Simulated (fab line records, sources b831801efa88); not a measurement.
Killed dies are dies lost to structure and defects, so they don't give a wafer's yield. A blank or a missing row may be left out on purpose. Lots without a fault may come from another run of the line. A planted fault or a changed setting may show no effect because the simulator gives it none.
Which tool did it? | flow sky130 | 13 lots, 39 wafers sampled, at 4 steps of a route of 708

WHAT THE GAUGES READ, wafer by wafer
SKY_SONOS_TUNNEL_OVL_MEAS_08. Usual: SONOS_TUNNEL_OVL 1.1 nm, standard deviation 1.4.
lot  | measured     | on         | SONOS_TUNNEL_OVL (nm) | flag
L906 | day 12 01:10 | overlay-02 | -0.6 0.1 1.4          |
L907 | day 12 09:41 | overlay-01 | 0.7 -0.5 0.8          |
L908 | day 12 20:41 | overlay-01 | 0.6 1.4 -0.4          |
L909 | day 13 02:23 | overlay-02 | -1.9 0.7 1.2          |
L911 | day 13 13:10 | overlay-02 | 2.9 2.4 1.6           |
L920 | day 17 12:44 | overlay-02 | 5.1 -0.1 2.7          |
L921 | day 17 13:25 | overlay-02 | -1.9 -0.8 0.0         |
L922 | day 18 06:03 | overlay-02 | 0.7 1.6 0.5           |
L923 | day 18 09:18 | overlay-02 | 4.8 2.0 1.5           |
L925 | day 18 19:34 | overlay-02 | -1.5 -2.7 -0.9        |
L924 | day 18 21:04 | overlay-01 | 2.8 2.4 1.8           |
L926 | day 18 23:49 | overlay-02 | 1.0 1.0 0.7           |
L927 | day 19 05:17 | overlay-01 | -0.3 1.0 2.2          |

SKY_METAL2_RS_MEAS_05: measures by four-point-probe. Usual: METAL2_ALCU_RS 0.1268 ohm/sq, standard deviation 0.0012.
lot  | measured     | on            | METAL2_ALCU_RS (ohm/sq) | flag
L906 | day 34 23:08 | film_metro-03 | 0.1258 0.1267 0.1267    |
L907 | day 35 03:08 | film_metro-04 | 0.1270 0.1280 0.1289    |
L908 | day 35 17:56 | film_metro-03 | 0.1267 0.1273 0.1274    |
L920 | day 39 23:24 | film_metro-03 | 0.1274 0.1278 0.1264    |
L921 | day 40 04:10 | film_metro-03 | 0.1280 0.1280 0.1268    |
L922 | day 40 18:01 | film_metro-04 | 0.1268 0.1265 0.1275    |
L923 | day 40 23:40 | film_metro-04 | 0.1268 0.1259 0.1266    |
L925 | day 41 07:36 | film_metro-04 | 0.1266 0.1278 0.1258    |
L924 | day 41 05:26 | film_metro-04 | 0.1242 0.1251 0.1260    |
L926 | day 41 14:19 | film_metro-01 | 0.1257 0.1259 0.1253    |
L927 | day 41 10:55 | film_metro-04 | 0.1261 0.1280 0.1269    |

SKY_VIA2_BOW_MEAS_03. Usual: VIA2_BOW 88 um, standard deviation 8.
lot  | measured     | on            | VIA2_BOW (um) | flag
L906 | day 36 02:55 | film_metro-02 | 85 80 69      |
L907 | day 36 06:42 | film_metro-01 | 89 97 95      |
L908 | day 36 22:18 | film_metro-03 | 72 81 101     |
L920 | day 41 01:45 | film_metro-02 | 95 95 76      |
L921 | day 41 06:26 | film_metro-02 | 76 97 72      |
L922 | day 41 20:35 | film_metro-01 | 87 84 92      |
L923 | day 42 01:31 | film_metro-01 | 95 95 82      |
L925 | day 42 09:58 | film_metro-01 | 81 81 85      |
L924 | day 42 07:28 | film_metro-03 | 75 94 84      |
L926 | day 42 15:52 | film_metro-02 | 89 81 90      |
L927 | day 42 13:14 | film_metro-03 | 94 89 87      |

WHICH TOOL RAN EACH LOT (tool, then ch and the chambers of the sampled wafers, then the start)
lot  | SKY_POLY_CUT_ETCH_11
L906 | rie_diel-02 ch 0,1,2, day 25 01:37
L907 | rie_diel-03 ch 1,2, day 25 07:43
L908 | rie_diel-02 ch 0,3, day 26 01:52
L909 | rie_diel-03 ch 1,3, day 26 08:34
L911 | rie_diel-02 ch 1,2, day 26 20:45
L920 | rie_diel-02 ch 0,1,3, day 30 20:49
L921 | rie_diel-02 ch 0,1,2, day 30 21:49
L922 | rie_diel-01 ch 0,2,3, day 31 14:18
L923 | rie_diel-02 ch 2,3, day 31 18:52
L925 | rie_diel-03 ch 0,3, day 32 05:03
L924 | rie_diel-03 ch 0,1,3, day 32 00:55
L926 | rie_diel-01 ch 0,2,3, day 32 12:28
L927 | rie_diel-02 ch 0,1,3, day 32 10:12
- SKY_POLY_CUT_ETCH_11: etches Si3N4 in CF4/CH2F2/Ar, stops on poly-Si, time 42.5 s, target depth 60 nm.

WHAT THE TOOLS THEMSELVES READ (means of the sampled wafers that have a number; where no wafer has one, the mark that the record gives instead)
SKY_POLY_CUT_ETCH_11. Usual: bias_w 150.0 W, standard deviation 0.49; cf4_flow_sccm 39.99 sccm, standard deviation 0.12; drypump_motor_current_A 5.6 A, standard deviation 0.46; mfc_ar_sccm 150.1 sccm, standard deviation 0.46; oes_product_au 0.829 a.u., standard deviation 0.007; throttle_valve_pct 14.996 %, standard deviation 0.0089.
lot  | tool        | bias_w (W) | cf4_flow_sccm (sccm) | drypump_motor_current_A (A) | mfc_ar_sccm (sccm) | oes_product_au (a.u.) | throttle_valve_pct (%) | flag
L906 | rie_diel-02 | 149.9      | 39.88                | 5.8                         | 149.9              | 0.825                 | 14.985                 |
L907 | rie_diel-03 | 150.9      | 40.02                | 6.0                         | 150.0              | 0.833                 | 14.998                 |
L908 | rie_diel-02 | 150.4      | 39.97                | 5.1                         | 150.2              | 0.823                 | 14.992                 |
L909 | rie_diel-03 | -          | -                    | -                           | -                  | -                     | -                      | OFF
L911 | rie_diel-02 | -          | -                    | -                           | -                  | -                     | -                      | OFF
L920 | rie_diel-02 | 150.1      | 39.99                | 5.4                         | 150.6              | 0.832                 | 14.991                 |
L921 | rie_diel-02 | 149.7      | 40.09                | 5.8                         | 150.5              | 0.837                 | 14.997                 |
L922 | rie_diel-01 | 149.8      | 39.92                | 5.6                         | 150.3              | 0.838                 | 15.000                 |
L923 | rie_diel-02 | 150.0      | 39.95                | 5.4                         | 149.8              | 0.830                 | 14.985                 |
L925 | rie_diel-03 | 149.8      | 39.85                | 5.5                         | 150.3              | 0.829                 | 14.993                 |
L924 | rie_diel-03 | 150.4      | 40.08                | 5.8                         | 149.8              | 0.832                 | 14.995                 |
L926 | rie_diel-01 | 149.6      | 39.95                | 5.6                         | 150.4              | 0.836                 | 14.999                 |
L927 | rie_diel-02 | 150.4      | 40.05                | 5.4                         | 150.0              | 0.822                 | 14.999                 |

THE ANSWER, worked out from the rows above alone
Rule: a lot is off if the mean of its wafers that have a number lies more than 3 standard deviations from the usual mean. A lot without any number at a reading at which 4 lots or more have one is off too. The other lots that the step has rows for count as sound. The gauges are gone through in route order, then the tools' own readings, and for those a lot's mean is taken as printed above. The first step at which some lot is off is used, and at that step the reading that is off furthest; a lot without a number counts as furthest.
Off: L909, L911, at SKY_POLY_CUT_ETCH_11 (bias_w). Without a number there: L909, L911.
A tool fits if, at that step or a process step before it, it ran every lot that is off, and no sound lot after the first of them. None of those tried fits.

WHAT THE SIMULATOR HAD PUT IN
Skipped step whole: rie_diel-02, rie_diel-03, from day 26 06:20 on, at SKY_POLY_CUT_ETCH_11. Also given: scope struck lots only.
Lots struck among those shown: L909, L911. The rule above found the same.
